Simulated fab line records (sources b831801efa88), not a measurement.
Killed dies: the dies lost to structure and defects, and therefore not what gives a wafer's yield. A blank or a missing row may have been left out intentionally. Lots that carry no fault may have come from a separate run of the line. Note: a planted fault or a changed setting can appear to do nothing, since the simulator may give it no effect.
fab line records ; flow gf180mcu
record: lots: 13; wafers: 39; last_day: 34
route steps=602 shown MVSD@68 VT_IMPLANT@122 MVPSD@139
lots that met no fault: from a run of the same line without faults
start_h: the number of hours between the record's first day and the start of the first shown wafer of the lot ; wait_h: hours from the lot's prior step to this one ; " as in the row above ; L1.1+2: several wafers, shown together as one row ; - value missing, or start not given ; * or withheld: withheld ; < > ~ a bound
route shown NAME@n: names a module that has steps shown in the file, with the first one's number in the route ; usual: mean and standard deviation over wafers with no fault ; same: alike in all rows ; chamber/n: place in a boat ; sites: readings site by site ; _std_site: standard deviation across them ; _edge_site: mean of outer sites minus mean of inner sites ; radius_mm: how far each site lies from the wafer's centre ; mask NAME#n: copy n ; behind: the tool/chamber that last shaped the wafer ; hold: what put the lot on hold/how long, in hours/how the hold closed ; device: which transistor (n, p or np) failed to switch ; end of line: at the end of the route, the tests of the same wafers ; a step without rows: its recipe alone ; killed: at the first sort, the dies lost to defects and structure; wafer yield is something else ; map: shows each die of a wafer: x if killed, . if not, _ if none is there
set.NAME: setting as actually run; set.NAME@STEP: the setting as run at that earlier step ; model.NAME: the simulator's own value behind a step, which no gauge read
steps of the route over a sample of lots; a table a step, a row a wafer
services: a tool's chamber out of use, with start hour (start_h, from the record's first day; less than 0 if before it), hours out, and reason
== steps ==
step: GF_MVSD_COAT_02
recipe: spin_rpm: 2000; resist_thk_nm: 3000
usual: exhaust_pa: 45.0/0.95
lot.wafer;tool;chamber;start_h;wait_h;exhaust_pa
L246.2;litho_track-01;0;77.23;0.1;46.3
L246.5;litho_track-01;0;77.23;0.1;45.1
L246.6;litho_track-01;0;77.23;0.1;45.8
L247.1;litho_track-01;0;81.01;0.1;44.7
L247.3;litho_track-01;0;81.01;0.1;44.2
L247.5;litho_track-01;0;81.01;0.1;45.5
L248.2;litho_track-04;0;87.69;0.1;43.3
L248.5;litho_track-04;0;87.69;0.1;43.5
L248.6;litho_track-04;0;87.69;0.1;45.4
L249.1;litho_track-01;0;92.46;0.1;43.9
L249.3;litho_track-01;0;92.46;0.1;44.3
L249.5;litho_track-01;0;92.46;0.1;43.1
L250.2;litho_track-01;0;99.28;0.1;44.9
L250.3;litho_track-01;0;99.28;0.1;44.8
L250.5;litho_track-01;0;99.28;0.1;45.4
L251.1;litho_track-04;0;106.97;0.1;44.1
L251.2;litho_track-04;0;106.97;0.1;45.6
L251.5;litho_track-04;0;106.97;0.1;45.0
L252.2;litho_track-04;0;111.69;0.1;44.4
L252.5;litho_track-04;0;111.69;0.1;44.6
L252.6;litho_track-04;0;111.69;0.1;44.8
L253.1;litho_track-03;0;115.76;0.1;45.0
L253.2;litho_track-03;0;115.76;0.1;44.9
L253.6;litho_track-03;0;115.76;0.1;46.0
L254.1;litho_track-04;0;121.32;0.1;43.9
L254.2;litho_track-04;0;121.32;0.1;45.0
L254.5;litho_track-04;0;121.32;0.1;43.9
L255.1;litho_track-01;0;126.81;0.1;44.6
L255.2;litho_track-01;0;126.81;0.1;46.4
L255.3;litho_track-01;0;126.81;0.1;44.9
L259.1;litho_track-01;0;148.26;0.1;45.5
L259.3;litho_track-01;0;148.26;0.1;44.8
L259.6;litho_track-01;0;148.26;0.1;46.1
L260.1;litho_track-01;0;155.06;0.1;45.4
L260.2;litho_track-01;0;155.06;0.1;46.5
L260.3;litho_track-01;0;155.06;0.1;45.7
L267.1;litho_track-03;0;195.16;0.1;46.8
L267.3;litho_track-03;0;195.16;0.1;45.6
L267.4;litho_track-03;0;195.16;0.1;45.0
step: GF_MVSD_STRIP_10
recipe: chemistry: O2/N2; power_w: 1400; pressure_mtorr: 1500; platen_temp_c: 250; o2_flow_sccm: 3000; n2_flow_sccm: 300; overash_fraction: 0.5
usual: drypump_motor_current_A: 5.8/0.54; heater_power_w: 323/14; oes_product_au: 0.722/0.0046; strip_time_to_endpoint_s: 36.94/0.097
same: overash_fraction: 0.5
lot.wafer;tool;chamber;start_h;wait_h;drypump_motor_current_A;heater_power_w;oes_product_au;rf_hours_counter_h;strip_time_to_endpoint_s
L246.2;plasma_asher-01;1;84.76;0.1;6.1;347;0.723;28;36.98
L246.5;plasma_asher-01;1;84.76;0.1;6.1;346;0.720;-;36.95
L246.6;plasma_asher-01;0;84.76;0.1;5.0;328;0.719;-;36.90
L247.1;plasma_asher-01;0;88.75;0.1;5.0;331;0.718;28;37.12
L247.3;plasma_asher-01;1;88.75;0.1;6.0;343;0.721;-;37.05
L247.5;plasma_asher-01;0;88.75;0.1;5.0;333;0.724;-;36.98
L248.2;plasma_asher-04;0;94.56;0.1;6.5;327;0.728;48;36.96
L248.5;plasma_asher-04;0;94.56;0.1;6.5;332;0.729;-;36.90
L248.6;plasma_asher-04;1;94.56;0.1;5.2;303;0.714;-;36.95
L249.1;plasma_asher-02;0;100.29;0.1;6.1;321;0.724;38;37.09
L249.3;plasma_asher-02;1;100.29;0.1;5.6;323;0.719;-;37.01
L249.5;plasma_asher-02;1;100.29;0.1;5.6;337;0.724;-;37.08
L250.2;plasma_asher-01;0;106.66;0.1;5.0;324;0.719;30;36.97
L250.3;plasma_asher-01;0;106.66;0.1;5.0;328;0.716;-;37.04
L250.5;plasma_asher-01;0;106.66;0.1;5.0;321;0.720;-;36.99
L251.1;plasma_asher-01;1;114.75;0.1;6.0;345;0.721;31;36.99
L251.2;plasma_asher-01;0;114.75;0.1;5.0;329;0.719;31;36.94
L251.5;plasma_asher-01;0;114.75;0.1;5.0;329;0.716;-;36.97
L252.2;plasma_asher-04;1;119.44;0.1;5.3;299;0.717;51;36.78
L252.5;plasma_asher-04;0;119.44;0.1;6.5;321;0.720;-;36.87
L252.6;plasma_asher-04;1;119.44;0.1;5.2;303;0.716;-;36.87
L253.1;plasma_asher-02;1;123.60;0.1;5.6;330;0.729;41;36.96
L253.2;plasma_asher-02;0;123.60;0.1;6.1;320;0.721;41;36.88
L253.6;plasma_asher-02;0;123.60;0.1;6.1;325;0.719;-;37.00
L254.1;plasma_asher-02;1;128.80;0.1;5.6;330;0.726;41;36.95
L254.2;plasma_asher-02;0;128.80;0.1;6.1;316;0.718;41;36.96
L254.5;plasma_asher-02;1;128.80;0.1;5.6;327;0.718;-;36.95
L255.1;plasma_asher-04;1;134.70;0.1;5.2;302;0.722;53;36.73
L255.2;plasma_asher-04;0;134.70;0.1;6.5;329;0.725;53;36.73
L255.3;plasma_asher-04;0;134.70;0.1;6.5;326;0.725;-;36.79
L259.1;plasma_asher-04;1;156.74;0.1;5.3;299;0.719;56;14.86
L259.3;plasma_asher-04;0;156.74;0.1;6.6;329;0.726;-;37.03
L259.6;plasma_asher-04;1;156.74;0.1;5.2;306;0.719;-;36.89
L260.1;plasma_asher-02;0;164.09;0.1;6.1;316;0.716;46;14.88
L260.2;plasma_asher-02;1;164.09;0.1;5.6;328;0.716;46;14.89
L260.3;plasma_asher-02;1;164.09;0.1;5.6;329;0.727;-;37.07
L267.1;plasma_asher-01;0;204.35;0.1;5.0;329;0.724;37;37.11
L267.3;plasma_asher-01;1;204.35;0.1;6.1;351;0.722;-;36.90
L267.4;plasma_asher-01;0;204.35;0.1;5.0;327;0.717;-;36.95
step: GF_VT_IMPLANT_TW_MEAS_32
usual: VT_IMPLANT_3_TW: 269.0/2.7
lot.wafer;tool;chamber;start_h;wait_h;VT_IMPLANT_3_TW
L246.2;film_metro-03;-;142.37;0.1;266.4
L246.5;film_metro-03;-;142.37;0.1;267.2
L246.6;film_metro-03;-;142.37;0.1;267.0
L247.1;film_metro-01;-;147.06;0.1;272.9
L247.3;film_metro-01;-;147.06;0.1;274.9
L247.5;film_metro-01;-;147.06;0.1;273.8
L248.2;film_metro-03;-;153.47;0.1;265.7
L248.5;film_metro-03;-;153.47;0.1;267.6
L248.6;film_metro-03;-;153.47;0.1;266.7
L249.1;film_metro-03;-;160.61;0.1;266.1
L249.3;film_metro-03;-;160.61;0.1;266.6
L249.5;film_metro-03;-;160.61;0.1;265.2
L250.2;film_metro-01;-;167.32;0.1;273.8
L250.3;film_metro-01;-;167.32;0.1;272.1
L250.5;film_metro-01;-;167.32;0.1;274.6
L251.1;film_metro-03;-;176.50;0.1;267.7
L251.2;film_metro-03;-;176.50;0.1;266.2
L251.5;film_metro-03;-;176.50;0.1;267.1
L252.2;film_metro-01;-;182.36;0.1;272.6
L252.5;film_metro-01;-;182.36;0.1;271.4
L252.6;film_metro-01;-;182.36;0.1;272.3
L253.1;film_metro-03;-;185.51;0.1;267.3
L253.2;film_metro-03;-;185.51;0.1;267.7
L253.6;film_metro-03;-;185.51;0.1;265.4
L254.1;film_metro-03;-;192.95;0.1;269.4
L254.2;film_metro-03;-;192.95;0.1;268.5
L254.5;film_metro-03;-;192.95;0.1;269.6
L255.1;film_metro-03;-;198.71;0.1;268.8
L255.2;film_metro-03;-;198.71;0.1;269.6
L255.3;film_metro-03;-;198.71;0.1;267.8
L259.1;film_metro-03;-;223.95;0.1;266.9
L259.3;film_metro-03;-;223.95;0.1;268.5
L259.6;film_metro-03;-;223.95;0.1;265.6
L260.1;film_metro-01;-;232.24;0.1;270.1
L260.2;film_metro-01;-;232.24;0.1;270.2
L260.3;film_metro-01;-;232.24;0.1;271.7
L267.1;film_metro-03;-;278.16;0.1;265.3
L267.3;film_metro-03;-;278.16;0.1;266.2
L267.4;film_metro-03;-;278.16;0.1;266.4
step: GF_VT_IMPLANT_RS_MEAS_46
recipe: thk_meas_gauge: four-point-probe
usual: MVSD_RS: 456.6/1
lot.wafer;tool;chamber;start_h;wait_h;MVSD_RS[ohm/sq]
L246.2;film_metro-03;-;158.27;0.1;457.0
L246.5;film_metro-03;-;158.27;0.1;458.3
L246.6;film_metro-03;-;158.27;0.1;459.0
L247.1;film_metro-04;-;163.47;0.2;456.4
L247.3;film_metro-04;-;163.47;0.2;455.8
L247.5;film_metro-04;-;163.47;0.2;455.3
L248.2;film_metro-04;-;169.63;0.2;457.7
L248.5;film_metro-04;-;169.63;0.2;457.7
L248.6;film_metro-04;-;169.63;0.2;457.7
L249.1;film_metro-03;-;177.02;0.2;456.0
L249.3;film_metro-03;-;177.02;0.2;455.0
L249.5;film_metro-03;-;177.02;0.2;457.5
L250.2;film_metro-04;-;183.74;0.2;455.1
L250.3;film_metro-04;-;183.74;0.2;455.0
L250.5;film_metro-04;-;183.74;0.2;455.4
L251.1;film_metro-04;-;193.85;0.1;456.1
L251.2;film_metro-04;-;193.85;0.1;456.5
L251.5;film_metro-04;-;193.85;0.1;455.9
L252.2;film_metro-03;-;199.42;0.1;456.9
L252.5;film_metro-03;-;199.42;0.1;456.9
L252.6;film_metro-03;-;199.42;0.1;457.1
L253.1;film_metro-04;-;202.42;0.1;455.7
L253.2;film_metro-04;-;202.42;0.1;454.7
L253.6;film_metro-04;-;202.42;0.1;455.7
L254.1;film_metro-03;-;210.10;0.1;457.9
L254.2;film_metro-03;-;210.10;0.1;456.2
L254.5;film_metro-03;-;210.10;0.1;458.6
L255.1;film_metro-04;-;217.01;0.1;455.7
L255.2;film_metro-04;-;217.01;0.1;458.6
L255.3;film_metro-04;-;217.01;0.1;457.6
L259.1;film_metro-02;-;242.21;0.1;454.9
L259.3;film_metro-02;-;242.21;0.1;456.2
L259.6;film_metro-02;-;242.21;0.1;456.2
L260.1;film_metro-04;-;250.83;0.1;455.8
L260.2;film_metro-04;-;250.83;0.1;456.6
L260.3;film_metro-04;-;250.83;0.1;456.5
L267.1;film_metro-03;-;298.42;0.1;457.0
L267.3;film_metro-03;-;298.42;0.1;456.5
L267.4;film_metro-03;-;298.42;0.1;456.3
step: GF_VT_IMPLANT_RS_MEAS_49
recipe: thk_meas_gauge: four-point-probe
usual: MVPSD_RS: 1168.3/2.7
lot.wafer;tool;chamber;start_h;wait_h;MVPSD_RS[ohm/sq]
L246.2;film_metro-03;-;158.63;0.1;1171.2
L246.5;film_metro-03;-;158.63;0.1;1172.7
L246.6;film_metro-03;-;158.63;0.1;1174.5
L247.1;film_metro-04;-;163.83;0.1;1167.3
L247.3;film_metro-04;-;163.83;0.1;1167.8
L247.5;film_metro-04;-;163.83;0.1;1165.2
L248.2;film_metro-04;-;169.99;0.1;1164.7
L248.5;film_metro-04;-;169.99;0.1;1167.5
L248.6;film_metro-04;-;169.99;0.1;1169.0
L249.1;film_metro-03;-;177.38;0.1;1169.0
L249.3;film_metro-03;-;177.38;0.1;1165.3
L249.5;film_metro-03;-;177.38;0.1;1168.7
L250.2;film_metro-04;-;184.10;0.1;1172.9
L250.3;film_metro-04;-;184.10;0.1;1168.1
L250.5;film_metro-04;-;184.10;0.1;1172.5
L251.1;film_metro-04;-;194.21;0.1;1166.0
L251.2;film_metro-04;-;194.21;0.1;1166.9
L251.5;film_metro-04;-;194.21;0.1;1166.0
L252.2;film_metro-03;-;199.78;0.1;1168.2
L252.5;film_metro-03;-;199.78;0.1;1171.1
L252.6;film_metro-03;-;199.78;0.1;1170.1
L253.1;film_metro-04;-;202.78;0.1;1168.8
L253.2;film_metro-04;-;202.78;0.1;1169.1
L253.6;film_metro-04;-;202.78;0.1;1170.3
L254.1;film_metro-03;-;210.46;0.1;1170.0
L254.2;film_metro-03;-;210.46;0.1;1173.5
L254.5;film_metro-03;-;210.46;0.1;1170.3
L255.1;film_metro-04;-;217.37;0.1;1168.4
L255.2;film_metro-04;-;217.37;0.1;1166.6
L255.3;film_metro-04;-;217.37;0.1;1169.1
L259.1;film_metro-02;-;242.57;0.1;1168.5
L259.3;film_metro-02;-;242.57;0.1;1167.3
L259.6;film_metro-02;-;242.57;0.1;1165.1
L260.1;film_metro-04;-;251.19;0.1;1167.3
L260.2;film_metro-04;-;251.19;0.1;1167.4
L260.3;film_metro-04;-;251.19;0.1;1165.5
L267.1;film_metro-03;-;298.78;0.1;1166.0
L267.3;film_metro-03;-;298.78;0.1;1166.3
L267.4;film_metro-03;-;298.78;0.1;1169.3
== services ==
tool;chamber;start_h;hours;kind
plasma_asher-01;-;142.05;28.1;pm
plasma_asher-02;-;170.34;1.6;repair
== key ==
first_sign: step: GF_MVSD_STRIP_10; reading: strip_time_to_endpoint_s; direction: down; sigmas: 99+; usual: *; struck: *
effect none on later readings
met_at GF_MVSD_COAT_02
struck_lots L259,L260
struck_wafers L259.1,L260.1,L260.2
sort_left_out L259.1,L260.1,L260.2
tester_left_out L259,L260
not_acting_at GF_VT_IMPLANT_TW_MEAS_32,GF_VT_IMPLANT_RS_MEAS_46,GF_VT_IMPLANT_RS_MEAS_49
onset_between 126.81 148.26
fault: kind: process_parameter_drift; tool: litho_track-01; chamber: -; onset_h: 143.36; steps: GF_MVSD_COAT_02; channel: resist_thk_nm; offset: *; shape: step; end_h: 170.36; scope: struck_wafers_only; acts_in: *; stated: *
tester_left_out: of these lots the tester's yield and bins aren't shown, on N5 and GAA mostly nor the transistor test; their killed dies are dies lost to structure and defects alone, not to doping, threshold or leakage, so they don't give the yield
sort_left_out: the simulated sort isn't trusted on such a fault, so these wafers' sort isn't shown, and their yield isn't known
